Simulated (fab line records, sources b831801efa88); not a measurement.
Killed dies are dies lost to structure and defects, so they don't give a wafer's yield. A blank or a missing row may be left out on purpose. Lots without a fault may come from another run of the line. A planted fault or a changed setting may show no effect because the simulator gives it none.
Chamber matching | flow gf180mcu | GF_CONTACT_CMP_04 on cmp-02: 4 sister chambers
The step polishes SiO2. 8 wafers are shown with their chamber, then 8 later ones without.

WAFERS WITH THEIR CHAMBER
wafer  | chamber | motor_current_A (A) | time_to_endpoint_s (s)
L941.1 | 0       | 12.6                | 107
L948.5 | 0       | 13.4                | 119
L948.6 | 3       | 12.4                | 115
L956.1 | 2       | 13.0                | 101
L956.6 | 3       | 12.2                | 112
L958.1 | 1       | 9.7                 | 103
L958.5 | 2       | 13.8                | 110
L958.6 | 1       | 10.4                | 109

WAFERS WITHOUT THEIR CHAMBER
wafer  | motor_current_A (A) | time_to_endpoint_s (s)
L962.3 | 9.9                 | 106
L962.5 | 14.9                | 117
L962.6 | 12.0                | 116
L963.4 | 13.2                | 112
L963.5 | 13.7                | 112
L964.3 | 12.3                | 113
L964.5 | 11.5                | 121
L964.6 | 14.6                | 113

WHICH CHAMBER EACH WENT THROUGH
wafer  | from the rows above          | in truth
L962.3 | 1                            | 1
L962.5 | can't be placed: 2 or 0 or 3 | 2
L962.6 | can't be placed: 3 or 0      | 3
L963.4 | can't be placed: 0 or 2 or 3 | 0
L963.5 | can't be placed: 2 or 0 or 3 | 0
L964.3 | can't be placed: 3 or 0      | 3
L964.5 | can't be placed: 3 or 0 or 1 | 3
L964.6 | can't be placed: 2 or 0      | 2
Placed correctly: 1 of 8. Can't be placed from these rows: 7 (the true chamber is among the candidates in 7). Placed wrongly: 0.
How it was worked out, from the rows above alone: a wafer's distance from a chamber is the root of the sum, over the readings, of the square of ((its reading less the chamber's mean) divided by the reading's scatter). The wafer belongs to the nearest chamber; if the next one is less than 2 further off, it can't be placed. A chamber's mean is the mean of its shown wafers. The scatter: the root of (the sum of the squares of (reading less its chamber's mean) over the shown wafers, divided by (wafers less chambers)).
